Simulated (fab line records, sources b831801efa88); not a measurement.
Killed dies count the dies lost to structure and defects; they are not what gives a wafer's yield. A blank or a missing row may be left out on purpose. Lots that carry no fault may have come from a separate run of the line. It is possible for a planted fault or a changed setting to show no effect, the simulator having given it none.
Code-filled problem report in 8D (eight disciplines) form || flow gf180mcu || the parts of the form that need people (team, actions taken, sign-off) are left out

== 1. THE PROBLEM ==
Mean HV_LDD_RS at GF_HV_LDD_RS_MEAS_53: 444.1 ohm/sq over 9 wafers in 3 lots; fault-free wafers: 419.0 ohm/sq, standard deviation 0.9. That puts it +28 standard deviations away from the usual mean.
The step: measures by four-point-probe.
Earliest sighting: wafer L178.1 on filmMetro-01 at day 18 04:36. The record holds 39 wafers of 13 lots with a number at this step. By rule, "out" or "out of limits" means more than 4 standard deviations away from the usual mean. All remaining wafers that have a number are taken as sound.

== 2. WHAT IT IS; WHAT IT IS NOT ==
{"question": "which readings at this step", "is": "HV_LDD_RS", "is not": "-"}
{"question": "which lots", "is": "L178, L179, L180", "is not": "L161, L162, L165, L166, L167, L168, L172, L181, L182, L184"}
{"question": "which wafers of those lots", "is": "all that have a number", "is not": "-"}
{"question": "read on which gauges", "is": "filmMetro-01, filmMetro-02", "is not": "filmMetro-04"}
{"question": "when", "is": "from day 18 04:36", "is not": "up to then (21 sound wafers); but 9 sound wafers of L181, L182, L184 came after"}

== 3. THE SUSPECTS, EACH WITH WHAT RULES IT OUT ==
Counting: a tool stays on the suspect list if, at a process step up to the reading, it processed all lots that are out and no sound lot following the first of them.
- the gauge at GF_HV_LDD_RS_MEAS_53: ruled out. The wafers that are out were read on 2 gauges (filmMetro-01, filmMetro-02).
- implanter-02 at GF_HV_LDD_IMPLANT_09: kept. It ran every lot that is out, first L178 (day 15 08:11), and no sound lot after that; its last sound lot up to then is L172 (day 13 13:36). Its own readings are out on those wafers: doseIonsCm2, faradayCurrentUA.
Left after counting: implanter-02 at GF_HV_LDD_IMPLANT_09.

== 4. THE CAUSE (what the simulator had put in) ==
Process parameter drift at GF_HV_LDD_IMPLANT_09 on implanter-02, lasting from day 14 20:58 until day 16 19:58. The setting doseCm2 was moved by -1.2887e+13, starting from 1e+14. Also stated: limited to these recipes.
The count eliminated every tool but this one.

== 5. THE EFFECT CHAIN, in route order ==
Each row: a reading whose mean over the struck wafers that have a number lies more than 3 standard deviations from the usual. Only readings whose record carries a usual standard deviation are examined. hours: median over the lots of the time between each lot's start at the first step of this table that gives one and its start at this step. sigmas: the change, counted in usual standard deviations.
{"hours": 0, "step": "GF_HV_LDD_IMPLANT_09", "reading": "doseIonsCm2", "usual": 9.998e+13, "on struck wafers": 8.720e+13, "change": -1.278e+13, "sigmas": "-99 or more"}
{"hours": 0, "step": "GF_HV_LDD_IMPLANT_09", "reading": "faradayCurrentUA", "usual": 565, "on struck wafers": 492, "change": -73, "sigmas": -6.7}
{"hours": 70, "step": "GF_HV_LDD_RS_MEAS_53", "reading": "HV_LDD_RS", "usual": "419.0 ohm/sq", "on struck wafers": 444.1, "change": "+25.1", "sigmas": "+28"}
Its process steps:
- GF_HV_LDD_IMPLANT_09
Later measuring or inspecting steps at which every struck wafer that the step has a row for has a number for every such reading, and none has moved that far: GF_CONTACT_THK_MEAS_01.

== 6. HOW IT WOULD HAVE BEEN CAUGHT EARLIER ==
The first out-of-limits reading at a measuring or inspecting step in this record came at day 18 04:36, 80 hours after the fault's start at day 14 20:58.
At GF_HV_LDD_IMPLANT_09, the tool's own readings (doseIonsCm2, faradayCurrentUA) were out on each struck wafer the step has a row for, so an alarm limit on them would have fired on the first such wafer.
By day 18 04:36, every lot that is out (3) had started GF_HV_LDD_IMPLANT_09 on implanter-02. None of them would have been spared by holding the tool at that moment.
